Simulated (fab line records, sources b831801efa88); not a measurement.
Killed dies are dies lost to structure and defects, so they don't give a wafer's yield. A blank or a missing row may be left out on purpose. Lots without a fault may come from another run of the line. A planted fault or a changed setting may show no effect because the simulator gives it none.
fab line records | flow sky130
record lots=5 wafers=15 last_day=50
route steps=708 shown DNWELL@44 PWDE@45 NWELL@56
lots that met no fault: from a run of the same line without faults
start_h: hours from the record's first day to the start of the lot's first wafer shown | wait_h: hours since the lot's step before | " the same as in the row above | L1.1+2: a row that stands for several wafers | - no value, or no start given | * or withheld: withheld | < > ~ a bound
route shown NAME@n: a module of which the file shows steps, and the number in the route of the first | usual: mean/standard deviation of fault-free wafers | same: alike in all rows | chamber/n: place in a boat | sites: the reading at each site | _std_site: their standard deviation | _edge_site: outer sites' mean less inner sites' | radius_mm: how far each site lies from the wafer's centre | mask NAME#n: copy n | behind: the tool/chamber that last shaped the wafer | hold: why the lot was held/for how many hours/how that ended | device: the transistor (n, p or np) that didn't switch | end of line: the same wafers' tests at the end of the route | a step without rows: its recipe alone | killed: dies lost to structure and defects at the first sort, not the wafer's yield | map: a wafer's dies, x killed, . not, _ none there
set.NAME: the setting as run; set.NAME@STEP: as run at that earlier step | model.NAME: the simulator's own value behind a step, which no gauge read
lots at some steps of the route; a table a step, a row a wafer
services: from which hour (start_h, from the record's first day; less than 0 if before it) a tool's chamber was out of use, for how many hours, and why
## steps
# step SKY_DNWELL_TW_MEAS_09
# usual DNWELL_TW=1119/8.5
# columns lot.wafer tool chamber start_h wait_h DNWELL_TW
L077.1 film_metro-03 - 74.80 0.1 1114
L077.2 " - " " 1110
L077.6 " - " " 1109
L079.2 film_metro-03 - 82.01 0.1 1101
L079.4 " - " " 1110
L079.6 " - " " 1110
L085.1 film_metro-04 - 110.78 0.1 1128
L085.3 " - " " 1127
L085.4 " - " " 1125
L090.2 film_metro-04 - 137.84 0.1 1123
L090.3 " - " " 1125
L090.5 " - " " 1120
L097.1 film_metro-04 - 175.01 0.1 1134
L097.4 " - " " 1136
L097.6 " - " " 1131
# step SKY_PWDE_DEHYDRATE_00
# recipe temp_c=200 time_s=60
# usual heater_power_total_W=160.40/0.13 resist_line_temp_C=23.00/0.11
# columns lot.wafer tool chamber start_h wait_h heater_power_total_W resist_line_temp_C
L077.1 litho_track-01 0 82.23 7.4 160.36 22.89
L077.2 " 0 " " 160.39 23.05
L077.6 " 0 " " 160.33 22.99
L079.2 litho_track-01 0 89.16 7.1 160.51 23.08
L079.4 " 0 " " 160.26 22.95
L079.6 " 0 " " 160.33 23.12
L085.1 litho_track-03 0 119.36 8.6 160.29 22.91
L085.3 " 0 " " 160.49 22.95
L085.4 " 0 " " 160.54 23.13
L090.2 litho_track-04 0 147.21 9.4 160.28 22.90
L090.3 " 0 " " 160.42 23.10
L090.5 " 0 " " 160.35 23.03
L097.1 litho_track-01 0 185.13 10.1 160.58 22.82
L097.4 " 0 " " 160.45 22.84
L097.6 " 0 " " 160.57 22.92
# step SKY_PWDE_HMDS_01
# recipe prime_time_s=60 prime_temp_c=120.5
# usual resist_line_temp_C=23.00/0.1
# columns lot.wafer tool chamber start_h wait_h resist_line_temp_C
L077.1 litho_track-01 0 82.38 0.1 23.06
L077.2 " 0 " " 22.97
L077.6 " 0 " " 23.09
L079.2 litho_track-01 0 89.31 0.1 22.96
L079.4 " 0 " " 23.00
L079.6 " 0 " " 23.07
L085.1 litho_track-03 0 119.51 0.1 22.91
L085.3 " 0 " " 22.89
L085.4 " 0 " " 23.04
L090.2 litho_track-04 0 147.36 0.1 22.96
L090.3 " 0 " " 23.10
L090.5 " 0 " " 22.92
L097.1 litho_track-01 0 185.28 0.1 23.02
L097.4 " 0 " " 23.05
L097.6 " 0 " " 23.20
# step SKY_PWDE_COAT_02
# recipe spin_rpm=2000 resist_thk_nm=3000
# usual resist_line_temp_C=23.01/0.11
# columns lot.wafer tool chamber start_h wait_h resist_line_temp_C
L077.1 litho_track-01 0 82.53 0.1 22.93
L077.2 " 0 " " 22.83
L077.6 " 0 " " 22.96
L079.2 litho_track-01 0 89.46 0.1 23.03
L079.4 " 0 " " 23.01
L079.6 " 0 " " 22.94
L085.1 litho_track-03 0 119.66 0.1 22.95
L085.3 " 0 " " 22.92
L085.4 " 0 " " 22.93
L090.2 litho_track-04 0 147.51 0.1 22.98
L090.3 " 0 " " 23.01
L090.5 " 0 " " 22.92
L097.1 litho_track-01 0 185.43 0.1 23.14
L097.4 " 0 " " 23.15
L097.6 " 0 " " 23.02
# step SKY_PWDE_SOFTBAKE_03
# recipe temp_c=110 time_s=withheld
# usual heater_power_total_W=65.31/0.14 resist_line_temp_C=22.97/0.12
# columns lot.wafer tool chamber start_h wait_h heater_power_total_W resist_line_temp_C
L077.1 litho_track-01 0 82.68 0.1 65.34 22.84
L077.2 " 0 " " 65.24 22.97
L077.6 " 0 " " 65.55 22.86
L079.2 litho_track-01 0 89.62 0.1 65.19 23.07
L079.4 " 0 " " 65.25 22.91
L079.6 " 0 " " 65.59 22.91
L085.1 litho_track-03 0 119.81 0.1 65.61 22.93
L085.3 " 0 " " 65.11 22.94
L085.4 " 0 " " 65.35 22.89
L090.2 litho_track-04 0 147.66 0.1 65.13 23.02
L090.3 " 0 " " 65.33 23.04
L090.5 " 0 " " 65.40 23.07
L097.1 litho_track-01 0 185.58 0.1 65.27 22.90
L097.4 " 0 " " 65.46 22.93
L097.6 " 0 " " 65.38 22.86
# step SKY_PWDE_EXPOSE_04
# recipe mask_id=PWDEM na=0.6 source_shape=conventional sigma_outer=0.6 polarization=unpolarized target_cd_nm=840 dose_mj=214
# columns lot.wafer tool chamber start_h wait_h mask
L077.1+2+6 iline_stepper-02 0 - - PWDEM#0
L079.2+4+6 iline_stepper-02 0 - - PWDEM#0
L085.1+3+4 iline_stepper-01 0 - - PWDEM#0
L090.2+3+5 iline_stepper-01 0 - - PWDEM#0
L097.1+4+6 iline_stepper-01 0 - - PWDEM#0
# step SKY_PWDE_PEB_05
# recipe temp_c=115 time_s=withheld
# usual heater_power_total_W=69.34/0.12 resist_line_temp_C=22.99/0.12
# columns lot.wafer tool chamber start_h wait_h heater_power_total_W resist_line_temp_C
L077.1 litho_track-04 0 - - 69.37 23.21
L077.2 " 0 " " 69.34 22.94
L077.6 " 0 " " 69.32 23.03
L079.2 litho_track-03 0 - - 69.37 23.06
L079.4 " 0 " " 69.24 23.06
L079.6 " 0 " " 69.32 23.07
L085.1 litho_track-03 0 - - 69.37 23.07
L085.3 " 0 " " 69.44 23.12
L085.4 " 0 " " 69.42 23.12
L090.2 litho_track-04 0 - - 69.56 22.90
L090.3 " 0 " " 69.23 23.07
L090.5 " 0 " " 69.34 22.91
L097.1 litho_track-03 0 - - 69.30 23.13
L097.4 " 0 " " 69.46 22.80
L097.6 " 0 " " 69.33 23.04
# step SKY_PWDE_DEVELOP_06
# recipe wall_angle_deg=90 developer=TMAH develop_time_s=60 dev_temp_c=23
# usual resist_line_temp_C=23.05/0.11
# columns lot.wafer tool chamber start_h wait_h resist_line_temp_C
L077.1 litho_track-04 0 - - 22.76
L077.2 " 0 " " 22.94
L077.6 " 0 " " 23.06
L079.2 litho_track-03 0 - - 23.09
L079.4 " 0 " " 23.00
L079.6 " 0 " " 23.01
L085.1 litho_track-03 0 - - 23.11
L085.3 " 0 " " 22.98
L085.4 " 0 " " 23.00
L090.2 litho_track-04 0 - - 23.11
L090.3 " 0 " " 22.98
L090.5 " 0 " " 23.07
L097.1 litho_track-03 0 - - 23.37
L097.4 " 0 " " 23.26
L097.6 " 0 " " 23.12
# step SKY_PWDE_OVL_MEAS_07
# usual PWDE_OVL=0.1/1.4
# columns lot.wafer tool chamber start_h wait_h PWDE_OVL[nm]
L077.1 overlay-02 - 90.98 - 1.7
L077.2 " - " " 3.8
L077.6 " - " " 2.1
L079.2 overlay-01 - 97.97 - 0.6
L079.4 " - " " 0.8
L079.6 " - " " -0.1
L085.1 overlay-01 - 129.21 - 1.2
L085.3 " - " " -1.9
L085.4 " - " " -1.6
L090.2 overlay-02 - 157.39 - 0.2
L090.3 " - " " 1.4
L090.5 " - " " -0.3
L097.1 overlay-01 - 197.52 - 0.6
L097.4 " - " " 0.3
L097.6 " - " " 1.3
# step SKY_PWDE_IMPLANT_08
# recipe species=B energy_kev=150 dose_cm2=3.6e+12 tilt_deg=withheld
# usual faraday_current_uA=20.3/0.4
# columns lot.wafer tool chamber start_h wait_h faraday_current_uA
L077.1 implanter-02 0 91.02 0.0 21.2
L077.2 " 0 " " 20.0
L077.6 " 0 " " 19.8
L079.2 implanter-02 0 98.03 0.0 19.7
L079.4 " 0 " " 19.8
L079.6 " 0 " " 20.1
L085.1 implanter-02 0 129.25 0.0 20.6
L085.3 " 0 " " 19.7
L085.4 " 0 " " 20.7
L090.2 implanter-04 0 157.44 0.0 20.6
L090.3 " 0 " " 20.0
L090.5 " 0 " " 19.7
L097.1 implanter-01 0 197.55 0.0 20.4
L097.4 " 0 " " 19.4
L097.6 " 0 " " 20.2
# step SKY_PWDE_STRIP_09
# recipe chemistry=O2/N2 power_w=1400 pressure_mtorr=1500 platen_temp_c=withheld o2_flow_sccm=3000 n2_flow_sccm=300 overash_fraction=0.5
# usual drypump_motor_current_A=5.8/0.42 oes_product_au=0.722/0.005 strip_time_to_endpoint_s=36.91/0.12
# columns lot.wafer tool chamber start_h wait_h drypump_motor_current_A oes_product_au rf_hours_counter_h strip_time_to_endpoint_s
L077.1 plasma_asher-01 0 91.17 0.1 5.4 0.722 42 36.89
L077.2 " 1 " " 6.1 0.718 42 36.87
L077.6 " 1 " " 6.1 0.721 - 36.81
L079.2 plasma_asher-03 1 98.15 0.1 5.5 0.721 42 36.95
L079.4 " 1 " " 5.5 0.725 - 36.90
L079.6 " 0 " " 5.3 0.727 - 37.03
L085.1 plasma_asher-01 1 129.40 0.1 6.1 0.714 45 36.95
L085.3 " 1 " " 6.1 0.730 - 36.80
L085.4 " 0 " " 5.4 0.724 - 36.77
L090.2 plasma_asher-01 0 157.57 0.1 5.4 0.722 48 36.88
L090.3 " 1 " " 6.1 0.726 - 36.81
L090.5 " 1 " " 6.1 0.732 - 36.84
L097.1 plasma_asher-01 1 197.70 0.1 6.1 0.722 50 36.87
L097.4 " 1 " " 6.1 0.726 - 37.00
L097.6 " 1 " " 6.1 0.720 - 37.03
# step SKY_PWDE_TW_MEAS_10
# usual PWDE_TW=375.2/2.8
# columns lot.wafer tool chamber start_h wait_h PWDE_TW
L077.1 film_metro-04 - 91.27 0.1 377.5
L077.2 " - " " 377.5
L077.6 " - " " 377.1
L079.2 film_metro-03 - 98.26 0.1 372.8
L079.4 " - " " 374.2
L079.6 " - " " 375.1
L085.1 film_metro-04 - 129.50 0.1 378.6
L085.3 " - " " 376.9
L085.4 " - " " 376.9
L090.2 film_metro-02 - 157.68 0.1 377.2
L090.3 " - " " 377.3
L090.5 " - " " 377.5
L097.1 film_metro-04 - 197.80 0.1 374.0
L097.4 " - " " 378.0
L097.6 " - " " 377.4
# step SKY_NWELL_DEHYDRATE_03
# recipe temp_c=200 time_s=60
# usual heater_power_total_W=160.35/0.13 resist_line_temp_C=22.98/0.11
# columns lot.wafer tool chamber start_h wait_h heater_power_total_W resist_line_temp_C
L077.1 litho_track-02 0 98.85 7.6 160.50 22.80
L077.2 " 0 " " 160.34 22.77
L077.6 " 0 " " 160.64 22.82
L079.2 litho_track-03 0 105.84 7.6 160.23 23.03
L079.4 " 0 " " 160.27 22.85
L079.6 " 0 " " 160.28 23.09
L085.1 litho_track-03 0 137.66 8.2 160.37 22.98
L085.3 " 0 " " 160.32 22.85
L085.4 " 0 " " 160.44 22.89
L090.2 litho_track-02 0 168.22 10.5 160.16 22.87
L090.3 " 0 " " 160.54 23.11
L090.5 " 0 " " 160.31 22.98
L097.1 litho_track-02 0 208.05 10.2 160.25 23.07
L097.4 " 0 " " 160.24 22.93
L097.6 " 0 " " 160.65 23.00
# step SKY_NWELL_HMDS_04
# recipe prime_time_s=60 prime_temp_c=120
# usual resist_line_temp_C=22.96/0.11
# columns lot.wafer tool chamber start_h wait_h resist_line_temp_C
L077.1 litho_track-02 0 99.00 0.1 23.02
L077.2 " 0 " " 23.01
L077.6 " 0 " " 23.01
L079.2 litho_track-03 0 105.99 0.1 22.81
L079.4 " 0 " " 22.87
L079.6 " 0 " " 22.90
L085.1 litho_track-03 0 137.81 0.1 22.89
L085.3 " 0 " " 22.88
L085.4 " 0 " " 22.97
L090.2 litho_track-02 0 168.37 0.1 22.86
L090.3 " 0 " " 22.96
L090.5 " 0 " " 23.02
L097.1 litho_track-02 0 208.20 0.1 23.02
L097.4 " 0 " " 23.03
L097.6 " 0 " " 22.99
# step SKY_NWELL_COAT_05
# recipe spin_rpm=2000 resist_thk_nm=3000
# usual resist_line_temp_C=22.98/0.11
# columns lot.wafer tool chamber start_h wait_h resist_line_temp_C
L077.1 litho_track-02 0 99.15 0.1 22.88
L077.2 " 0 " " 22.94
L077.6 " 0 " " 22.86
L079.2 litho_track-03 0 106.14 0.1 22.92
L079.4 " 0 " " 22.89
L079.6 " 0 " " 22.86
L085.1 litho_track-03 0 137.96 0.1 23.06
L085.3 " 0 " " 22.98
L085.4 " 0 " " 23.20
L090.2 litho_track-02 0 168.52 0.1 23.02
L090.3 " 0 " " 22.96
L090.5 " 0 " " 22.96
L097.1 litho_track-02 0 208.35 0.1 22.93
L097.4 " 0 " " 23.15
L097.6 " 0 " " 23.03
# step SKY_NWELL_SOFTBAKE_06
# recipe temp_c=110 time_s=withheld
# usual heater_power_total_W=65.30/0.14 resist_line_temp_C=23.00/0.12
# columns lot.wafer tool chamber start_h wait_h heater_power_total_W resist_line_temp_C
L077.1 litho_track-02 0 99.30 0.1 65.08 23.13
L077.2 " 0 " " 65.15 23.11
L077.6 " 0 " " 65.51 23.26
L079.2 litho_track-03 0 106.30 0.1 65.58 23.00
L079.4 " 0 " " 65.12 23.11
L079.6 " 0 " " 65.18 22.89
L085.1 litho_track-03 0 138.11 0.1 65.29 22.98
L085.3 " 0 " " 65.23 23.01
L085.4 " 0 " " 65.51 22.99
L090.2 litho_track-02 0 168.68 0.1 65.15 23.05
L090.3 " 0 " " 65.22 22.83
L090.5 " 0 " " 65.30 22.88
L097.1 litho_track-02 0 208.50 0.1 65.15 22.77
L097.4 " 0 " " 65.48 23.11
L097.6 " 0 " " 65.44 22.88
# step SKY_NWELL_EXPOSE_07
# recipe mask_id=NWM na=0.6 source_shape=conventional sigma_outer=0.6 polarization=unpolarized target_cd_nm=840 dose_mj=255
# columns lot.wafer tool chamber start_h wait_h mask
L077.1+2+6 iline_stepper-02 0 - - NWM#0
L079.2+4+6 iline_stepper-02 0 - - NWM#0
L085.1+3+4 iline_stepper-02 0 - - NWM#0
L090.2+3+5 iline_stepper-02 0 - - NWM#0
L097.1+4+6 iline_stepper-02 0 - - NWM#0
# step SKY_NWELL_PEB_08
# recipe temp_c=115 time_s=withheld
# usual heater_power_total_W=69.36/0.13 resist_line_temp_C=23.06/0.11
# columns lot.wafer tool chamber start_h wait_h heater_power_total_W resist_line_temp_C
L077.1 litho_track-02 0 - - 69.44 23.21
L077.2 " 0 " " 69.27 23.06
L077.6 " 0 " " 69.26 23.13
L079.2 litho_track-04 0 - - 69.26 23.01
L079.4 " 0 " " 69.59 22.87
L079.6 " 0 " " 69.35 23.09
L085.1 litho_track-03 0 - - 69.20 22.97
L085.3 " 0 " " 69.36 23.07
L085.4 " 0 " " 69.40 23.02
L090.2 litho_track-03 0 - - 69.43 23.00
L090.3 " 0 " " 69.34 23.01
L090.5 " 0 " " 69.35 22.82
L097.1 litho_track-02 0 - - 69.23 23.14
L097.4 " 0 " " 69.55 23.05
L097.6 " 0 " " 69.33 23.04
# step SKY_NWELL_DEVELOP_09
# recipe wall_angle_deg=90 developer=TMAH develop_time_s=60 dev_temp_c=23
# usual resist_line_temp_C=23.01/0.1
# columns lot.wafer tool chamber start_h wait_h resist_line_temp_C
L077.1 litho_track-02 0 - - 23.02
L077.2 " 0 " " 23.14
L077.6 " 0 " " 23.05
L079.2 litho_track-04 0 - - 22.83
L079.4 " 0 " " 22.84
L079.6 " 0 " " 22.84
L085.1 litho_track-03 0 - - 23.07
L085.3 " 0 " " 23.06
L085.4 " 0 " " 23.09
L090.2 litho_track-03 0 - - 23.11
L090.3 " 0 " " 23.03
L090.5 " 0 " " 23.05
L097.1 litho_track-02 0 - - 23.19
L097.4 " 0 " " 23.05
L097.6 " 0 " " 23.03
# step SKY_NWELL_OVL_MEAS_10
# usual NWELL_00_OVL=0.6/1.4
# columns lot.wafer tool chamber start_h wait_h NWELL_00_OVL[nm]
L077.1 overlay-02 - 108.00 - -1.0
L077.2 " - " " 0.0
L077.6 " - " " -1.4
L079.2 overlay-02 - 114.14 - 0.4
L079.4 " - " " 1.3
L079.6 " - " " 1.3
L085.1 overlay-01 - 148.11 - 1.1
L085.3 " - " " 1.6
L085.4 " - " " 1.5
L090.2 overlay-01 - 178.77 - 3.8
L090.3 " - " " 4.5
L090.5 " - " " 3.7
L097.1 overlay-01 - 220.65 - 0.3
L097.4 " - " " -0.4
L097.6 " - " " 0.2
# step SKY_NWELL_IMPLANT_11
# recipe species=P energy_kev=400 dose_cm2=1.9e+13 tilt_deg=withheld
# usual faraday_current_uA=107.2/2.2
# columns lot.wafer tool chamber start_h wait_h faraday_current_uA
L077.1 implanter-01 0 108.03 0.0 106.0
L077.2 " 0 " " 105.0
L077.6 " 0 " " 108.0
L079.2 implanter-03 0 114.19 0.0 103.6
L079.4 " 0 " " 106.9
L079.6 " 0 " " 106.3
L085.1 implanter-04 0 148.15 0.0 105.7
L085.3 " 0 " " 108.3
L085.4 " 0 " " 106.7
L090.2 implanter-04 0 178.82 0.0 106.8
L090.3 " 0 " " 106.3
L090.5 " 0 " " 107.2
L097.1 implanter-04 0 220.68 0.0 101.8
L097.4 " 0 " " 105.5
L097.6 " 0 " " 110.0
# step SKY_NWELL_IMPLANT_12
# recipe species=P energy_kev=120 dose_cm2=1.3e+12 tilt_deg=withheld
# usual faraday_current_uA=7.34/0.15
# columns lot.wafer tool chamber start_h wait_h faraday_current_uA
L077.1 implanter-01 0 108.18 0.1 7.29
L077.2 " 0 " " 7.42
L077.6 " 0 " " 7.49
L079.2 implanter-03 0 114.34 0.1 7.52
L079.4 " 0 " " 7.32
L079.6 " 0 " " 7.55
L085.1 implanter-04 0 148.30 0.1 7.51
L085.3 " 0 " " 7.23
L085.4 " 0 " " 7.32
L090.2 implanter-04 0 178.97 0.1 7.29
L090.3 " 0 " " 7.24
L090.5 " 0 " " 7.21
L097.1 implanter-04 0 220.83 0.1 7.44
L097.4 " 0 " " 7.54
L097.6 " 0 " " 7.38
# step SKY_NWELL_IMPLANT_13
# recipe species=P energy_kev=50 dose_cm2=7e+11 tilt_deg=withheld
# usual faraday_current_uA=3.94/0.074
# columns lot.wafer tool chamber start_h wait_h faraday_current_uA
L077.1 implanter-01 0 108.33 0.1 3.95
L077.2 " 0 " " 4.09
L077.6 " 0 " " 3.84
L079.2 implanter-03 0 114.49 0.1 3.98
L079.4 " 0 " " 3.97
L079.6 " 0 " " 4.14
L085.1 implanter-04 0 148.45 0.1 3.94
L085.3 " 0 " " 3.97
L085.4 " 0 " " 3.96
L090.2 implanter-04 0 179.12 0.1 3.90
L090.3 " 0 " " 4.02
L090.5 " 0 " " 3.92
L097.1 implanter-04 0 220.98 0.1 3.98
L097.4 " 0 " " 3.99
L097.6 " 0 " " 3.92
# step SKY_NWELL_STRIP_14
# recipe chemistry=O2/N2 power_w=1400 pressure_mtorr=1500 platen_temp_c=withheld o2_flow_sccm=3000 n2_flow_sccm=300 overash_fraction=0.5
# usual drypump_motor_current_A=5.7/0.44 oes_product_au=0.722/0.0041 strip_time_to_endpoint_s=36.91/0.1
# columns lot.wafer tool chamber start_h wait_h drypump_motor_current_A oes_product_au rf_hours_counter_h strip_time_to_endpoint_s
L077.1 plasma_asher-01 0 108.48 0.1 5.4 0.727 43 37.04
L077.2 " 1 " " 6.1 0.720 43 37.08
L077.6 " 1 " " 6.1 0.712 - 37.04
L079.2 plasma_asher-01 1 114.62 0.1 6.1 0.720 44 36.87
L079.4 " 0 " " 5.4 0.722 - 36.83
L079.6 " 1 " " 6.1 0.726 - 36.80
L085.1 plasma_asher-04 0 148.60 0.1 5.1 0.726 34 36.80
L085.3 " 1 " " 6.3 0.721 - 36.86
L085.4 " 0 " " 5.1 0.719 - 36.77
L090.2 plasma_asher-04 0 179.25 0.1 5.1 0.722 37 37.04
L090.3 " 0 " " 5.1 0.719 - 36.92
L090.5 " 0 " " 5.1 0.724 - 36.88
L097.1 plasma_asher-04 1 221.13 0.1 6.4 0.716 42 37.05
L097.4 " 0 " " 5.2 0.722 - 37.06
L097.6 " 0 " " 5.2 0.726 - 37.12
# step SKY_NWELL_TW_MEAS_15
# usual NWELL_TW=1829/14
# columns lot.wafer tool chamber start_h wait_h NWELL_TW
L077.1 film_metro-04 - 108.58 0.1 1827
L077.2 " - " " 1846
L077.6 " - " " 1838
L079.2 film_metro-03 - 114.73 0.1 1817
L079.4 " - " " 1811
L079.6 " - " " 1818
L085.1 film_metro-04 - 148.70 0.1 1833
L085.3 " - " " 1845
L085.4 " - " " 1837
L090.2 film_metro-04 - 179.36 0.1 1846
L090.3 " - " " 1845
L090.5 " - " " 1847
L097.1 film_metro-03 - 221.23 0.1 1816
L097.4 " - " " 1817
L097.6 " - " " 1803
# step SKY_NWELL_DEHYDRATE_16
# recipe temp_c=200 time_s=60
# usual heater_power_total_W=160.38/0.13 resist_line_temp_C=23.00/0.11
# columns lot.wafer tool chamber start_h wait_h heater_power_total_W resist_line_temp_C
L077.1 litho_track-04 0 116.58 8.0 160.22 22.97
L077.2 " 0 " " 160.39 22.84
L077.6 " 0 " " 160.29 23.00
L079.2 litho_track-03 0 124.14 9.4 160.32 22.89
L079.4 " 0 " " 160.47 23.00
L079.6 " 0 " " 160.55 22.95
L085.1 litho_track-03 0 157.46 8.8 160.46 22.96
L085.3 " 0 " " 160.34 22.96
L085.4 " 0 " " 160.31 22.91
L090.2 litho_track-03 0 189.74 10.4 160.55 23.08
L090.3 " 0 " " 160.37 22.91
L090.5 " 0 " " 160.43 23.07
L097.1 litho_track-02 0 232.80 11.6 160.32 23.10
L097.4 " 0 " " 160.19 22.98
L097.6 " 0 " " 160.19 23.08
# step SKY_NWELL_HMDS_17
# recipe prime_time_s=60 prime_temp_c=120
# usual resist_line_temp_C=23.00/0.1
# columns lot.wafer tool chamber start_h wait_h resist_line_temp_C
L077.1 litho_track-04 0 116.73 0.1 22.92
L077.2 " 0 " " 23.00
L077.6 " 0 " " 22.97
L079.2 litho_track-03 0 124.29 0.1 22.83
L079.4 " 0 " " 22.76
L079.6 " 0 " " 22.84
L085.1 litho_track-03 0 157.61 0.1 23.05
L085.3 " 0 " " 22.99
L085.4 " 0 " " 23.11
L090.2 litho_track-03 0 189.89 0.1 22.95
L090.3 " 0 " " 22.96
L090.5 " 0 " " 22.89
L097.1 litho_track-02 0 232.95 0.1 23.08
L097.4 " 0 " " 23.16
L097.6 " 0 " " 23.03
# step SKY_NWELL_COAT_18
# recipe spin_rpm=2000 resist_thk_nm=3000
# usual resist_line_temp_C=23.01/0.11
# columns lot.wafer tool chamber start_h wait_h resist_line_temp_C
L077.1 litho_track-04 0 116.88 0.1 22.91
L077.2 " 0 " " 22.93
L077.6 " 0 " " 22.97
L079.2 litho_track-03 0 124.44 0.1 23.13
L079.4 " 0 " " 22.97
L079.6 " 0 " " 22.92
L085.1 litho_track-03 0 157.76 0.1 23.00
L085.3 " 0 " " 23.04
L085.4 " 0 " " 23.11
L090.2 litho_track-03 0 190.04 0.1 22.95
L090.3 " 0 " " 22.98
L090.5 " 0 " " 23.03
L097.1 litho_track-02 0 233.10 0.1 23.07
L097.4 " 0 " " 23.08
L097.6 " 0 " " 22.95
# step SKY_NWELL_SOFTBAKE_19
# recipe temp_c=110 time_s=withheld
# usual heater_power_total_W=65.31/0.14 resist_line_temp_C=23.01/0.11
# columns lot.wafer tool chamber start_h wait_h heater_power_total_W resist_line_temp_C
L077.1 litho_track-04 0 117.03 0.1 65.12 23.05
L077.2 " 0 " " 65.13 22.94
L077.6 " 0 " " 65.17 22.93
L079.2 litho_track-03 0 124.60 0.1 65.23 22.91
L079.4 " 0 " " 65.27 23.19
L079.6 " 0 " " 65.31 23.06
L085.1 litho_track-03 0 157.91 0.1 65.33 22.89
L085.3 " 0 " " 65.09 22.86
L085.4 " 0 " " 65.17 22.77
L090.2 litho_track-03 0 190.20 0.1 65.44 23.03
L090.3 " 0 " " 65.15 23.02
L090.5 " 0 " " 65.42 22.83
L097.1 litho_track-02 0 233.25 0.1 65.49 23.03
L097.4 " 0 " " 65.05 22.86
L097.6 " 0 " " 65.52 22.97
# step SKY_NWELL_EXPOSE_20
# recipe mask_id=NWM_COMPLEMENT na=0.6 source_shape=conventional sigma_outer=0.6 polarization=unpolarized target_cd_nm=840 dose_mj=260
# columns lot.wafer tool chamber start_h wait_h mask
L077.1+2+6 iline_stepper-02 0 - - NWM_COMPLEMENT#0
L079.2+4+6 iline_stepper-02 0 - - NWM_COMPLEMENT#0
L085.1+3+4 iline_stepper-02 0 - - NWM_COMPLEMENT#0
L090.2+3+5 iline_stepper-02 0 - - NWM_COMPLEMENT#0
L097.1+4+6 iline_stepper-01 0 - - NWM_COMPLEMENT#0
# step SKY_NWELL_PEB_21
# recipe temp_c=115 time_s=withheld
# usual heater_power_total_W=69.32/0.13 resist_line_temp_C=23.01/0.11
# columns lot.wafer tool chamber start_h wait_h heater_power_total_W resist_line_temp_C
L077.1 litho_track-03 0 - - 69.46 22.88
L077.2 " 0 " " 69.26 22.84
L077.6 " 0 " " 69.42 22.99
L079.2 litho_track-04 0 - - 69.37 23.20
L079.4 " 0 " " 69.29 22.94
L079.6 " 0 " " 69.22 22.94
L085.1 litho_track-04 0 - - 69.26 22.95
L085.3 " 0 " " 69.24 22.79
L085.4 " 0 " " 69.21 22.83
L090.2 litho_track-03 0 - - 69.11 23.01
L090.3 " 0 " " 69.11 22.98
L090.5 " 0 " " 69.37 23.03
L097.1 litho_track-02 0 - - 69.30 23.12
L097.4 " 0 " " 69.28 22.90
L097.6 " 0 " " 69.50 22.92
# step SKY_NWELL_DEVELOP_22
# recipe wall_angle_deg=90 developer=TMAH develop_time_s=60 dev_temp_c=23
# usual resist_line_temp_C=22.99/0.1
# columns lot.wafer tool chamber start_h wait_h resist_line_temp_C
L077.1 litho_track-03 0 - - 22.88
L077.2 " 0 " " 23.04
L077.6 " 0 " " 22.94
L079.2 litho_track-04 0 - - 22.96
L079.4 " 0 " " 22.97
L079.6 " 0 " " 23.02
L085.1 litho_track-04 0 - - 22.87
L085.3 " 0 " " 22.78
L085.4 " 0 " " 22.85
L090.2 litho_track-03 0 - - 22.98
L090.3 " 0 " " 23.00
L090.5 " 0 " " 23.06
L097.1 litho_track-02 0 - - 22.91
L097.4 " 0 " " 23.09
L097.6 " 0 " " 23.03
# step SKY_NWELL_OVL_MEAS_23
# usual NWELL_01_OVL=1.2/1.1
# columns lot.wafer tool chamber start_h wait_h NWELL_01_OVL[nm]
L077.1 overlay-01 - 127.21 - 0.6
L077.2 " - " " 1.9
L077.6 " - " " 1.1
L079.2 overlay-02 - 133.49 - 0.7
L079.4 " - " " -1.0
L079.6 " - " " -1.4
L085.1 overlay-01 - 168.98 - 1.9
L085.3 " - " " 0.4
L085.4 " - " " 3.1
L090.2 overlay-02 - 201.52 - 1.5
L090.3 " - " " -0.4
L090.5 " - " " 1.7
L097.1 overlay-01 - 245.50 - -0.8
L097.4 " - " " 0.9
L097.6 " - " " 1.0
# step SKY_NWELL_IMPLANT_24
# recipe species=B energy_kev=140 dose_cm2=9.082e+12 tilt_deg=withheld
# usual faraday_current_uA=51.2/1.1
# columns lot.wafer tool chamber start_h wait_h faraday_current_uA
L077.1 implanter-04 0 127.25 0.0 49.0
L077.2 " 0 " " 52.9
L077.6 " 0 " " 51.6
L079.2 implanter-01 0 133.54 0.0 50.8
L079.4 " 0 " " 49.7
L079.6 " 0 " " 48.7
L085.1 implanter-01 0 169.02 0.0 50.5
L085.3 " 0 " " 51.7
L085.4 " 0 " " 51.0
L090.2 implanter-01 0 201.57 0.0 52.7
L090.3 " 0 " " 49.7
L090.5 " 0 " " 51.7
L097.1 implanter-04 0 245.53 0.0 49.7
L097.4 " 0 " " 51.3
L097.6 " 0 " " 51.1
## services
# columns tool chamber start_h hours kind
implanter-04 - 60.04 5.2 pm
implanter-01 - 64.91 3.8 pm
implanter-02 - 68.03 5.5 pm
iline_stepper-01 - 68.65 1.7 pm
implanter-01 - 68.70 3.8 pm
implanter-01 - 70.52 9.5 repair
implanter-04 - 79.01 0.6 repair
iline_stepper-02 - 79.43 1.7 pm
implanter-03 - 80.14 1.4 repair
plasma_asher-03 - 86.24 4.9 repair
plasma_asher-01 - 95.26 4.0 repair
implanter-04 - 97.62 1.9 repair
implanter-03 - 106.32 0.7 repair
plasma_asher-03 - 108.75 9.0 pm
iline_stepper-02 - 109.73 6.6 repair
implanter-02 - 121.24 3.5 repair
implanter-01 - 169.69 5.3 repair
plasma_asher-01 - 177.35 10.0 pm
implanter-02 - 187.92 1.2 repair
implanter-03 - 188.27 3.2 repair
iline_stepper-01 - 188.86 18.3 repair
iline_stepper-02 - 218.89 1.6 repair
implanter-01 - 223.64 4.0 repair
iline_stepper-02 - 242.86 4.4 pm
## key
fault none
